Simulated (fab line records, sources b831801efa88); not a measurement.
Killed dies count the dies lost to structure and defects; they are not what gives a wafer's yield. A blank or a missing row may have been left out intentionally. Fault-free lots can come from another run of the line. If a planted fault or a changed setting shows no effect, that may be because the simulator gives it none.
Chamber matching || flow gf180mcu || 4 sister chambers for GF_V4_ETCH_16 on rie_diel-04
The step etches BARC in N2/H2. 14 wafers are shown with their chamber, then 7 later ones without.

== EACH WAFER AND ITS CHAMBER ==
{"wafer": "L117.2", "chamber": 0, "drypump_motor_current_A (A)": 6.4, "rf_fwd_power_W (W)": 494.8, "oes_product_au (a.u.)": 0.853}
{"wafer": "L117.4", "chamber": 2, "drypump_motor_current_A (A)": 6.3, "rf_fwd_power_W (W)": 496.2, "oes_product_au (a.u.)": 0.851}
{"wafer": "L117.5", "chamber": 1, "drypump_motor_current_A (A)": 6.0, "rf_fwd_power_W (W)": 492.8, "oes_product_au (a.u.)": 0.859}
{"wafer": "L118.1", "chamber": 0, "drypump_motor_current_A (A)": 6.4, "rf_fwd_power_W (W)": 497.0, "oes_product_au (a.u.)": 0.850}
{"wafer": "L118.4", "chamber": 1, "drypump_motor_current_A (A)": 6.0, "rf_fwd_power_W (W)": 495.1, "oes_product_au (a.u.)": 0.854}
{"wafer": "L118.6", "chamber": 2, "drypump_motor_current_A (A)": 6.3, "rf_fwd_power_W (W)": 497.7, "oes_product_au (a.u.)": 0.859}
{"wafer": "L120.2", "chamber": 2, "drypump_motor_current_A (A)": 6.3, "rf_fwd_power_W (W)": 495.8, "oes_product_au (a.u.)": 0.865}
{"wafer": "L120.4", "chamber": 0, "drypump_motor_current_A (A)": 6.4, "rf_fwd_power_W (W)": 494.0, "oes_product_au (a.u.)": 0.854}
{"wafer": "L120.6", "chamber": 2, "drypump_motor_current_A (A)": 6.3, "rf_fwd_power_W (W)": 495.5, "oes_product_au (a.u.)": 0.857}
{"wafer": "L122.1", "chamber": 1, "drypump_motor_current_A (A)": 6.1, "rf_fwd_power_W (W)": 493.9, "oes_product_au (a.u.)": 0.847}
{"wafer": "L122.5", "chamber": 3, "drypump_motor_current_A (A)": 6.1, "rf_fwd_power_W (W)": 491.9, "oes_product_au (a.u.)": 0.852}
{"wafer": "L122.6", "chamber": 0, "drypump_motor_current_A (A)": 6.4, "rf_fwd_power_W (W)": 495.3, "oes_product_au (a.u.)": 0.853}
{"wafer": "L132.2", "chamber": 2, "drypump_motor_current_A (A)": 6.3, "rf_fwd_power_W (W)": 495.1, "oes_product_au (a.u.)": 0.856}
{"wafer": "L132.4", "chamber": 0, "drypump_motor_current_A (A)": 6.4, "rf_fwd_power_W (W)": 496.1, "oes_product_au (a.u.)": 0.853}

SIGNATURES, as means of the wafers listed above
{"reading": "drypump_motor_current_A", "chamber 0": 6.400, "chamber 1": 6.033, "chamber 2": 6.300, "chamber 3": 6.100, "scatter within a chamber": 0.0258}
{"reading": "rf_fwd_power_W", "chamber 0": 495.440, "chamber 1": 493.933, "chamber 2": 496.060, "chamber 3": 491.900, "scatter within a chamber": 1.1}
{"reading": "oes_product_au", "chamber 0": 0.85260, "chamber 1": 0.85333, "chamber 2": 0.85760, "chamber 3": 0.85200, "scatter within a chamber": 0.0043}
Rule: for each reading, subtract the chamber's mean from the wafer's reading, divide by that reading's scatter and square the result; add these up over the readings and take the root, which gives the wafer's distance from the chamber. The wafer belongs to the nearest chamber; if the next one is less than 2 further off, it can't be placed. How the scatter is found: for the shown wafers, subtract from each reading the mean of its chamber, square and add these, divide the total by (wafers less chambers), then take the root.

== WAFERS WHOSE CHAMBER IS MISSING ==
{"wafer": "L132.5", "drypump_motor_current_A (A)": 6.3, "rf_fwd_power_W (W)": 493.2, "oes_product_au (a.u.)": 0.858}
{"wafer": "L135.1", "drypump_motor_current_A (A)": 6.3, "rf_fwd_power_W (W)": 495.3, "oes_product_au (a.u.)": 0.855}
{"wafer": "L135.5", "drypump_motor_current_A (A)": 6.0, "rf_fwd_power_W (W)": 496.5, "oes_product_au (a.u.)": 0.854}
{"wafer": "L135.6", "drypump_motor_current_A (A)": 6.4, "rf_fwd_power_W (W)": 494.3, "oes_product_au (a.u.)": 0.844}
{"wafer": "L139.1", "drypump_motor_current_A (A)": 6.0, "rf_fwd_power_W (W)": 496.1, "oes_product_au (a.u.)": 0.856}
{"wafer": "L139.4", "drypump_motor_current_A (A)": 6.3, "rf_fwd_power_W (W)": 494.1, "oes_product_au (a.u.)": 0.859}
{"wafer": "L139.5", "drypump_motor_current_A (A)": 6.1, "rf_fwd_power_W (W)": 496.7, "oes_product_au (a.u.)": 0.852}

== THE CHAMBER EACH PASSED THROUGH ==
{"wafer": "L132.5", "from the rows above": "can't be placed: 2 or 0", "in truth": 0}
{"wafer": "L135.1", "from the rows above": 2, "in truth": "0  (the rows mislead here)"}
{"wafer": "L135.5", "from the rows above": 1, "in truth": 1}
{"wafer": "L135.6", "from the rows above": 0, "in truth": 0}
{"wafer": "L139.1", "from the rows above": 1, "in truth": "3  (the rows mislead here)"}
{"wafer": "L139.4", "from the rows above": 2, "in truth": 2}
{"wafer": "L139.5", "from the rows above": "can't be placed: 1 or 3", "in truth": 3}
Placed correctly: 3 of 7. Cannot be placed on the basis of these rows: 2; the candidates contain the true chamber in 2. Placed wrongly: 2.
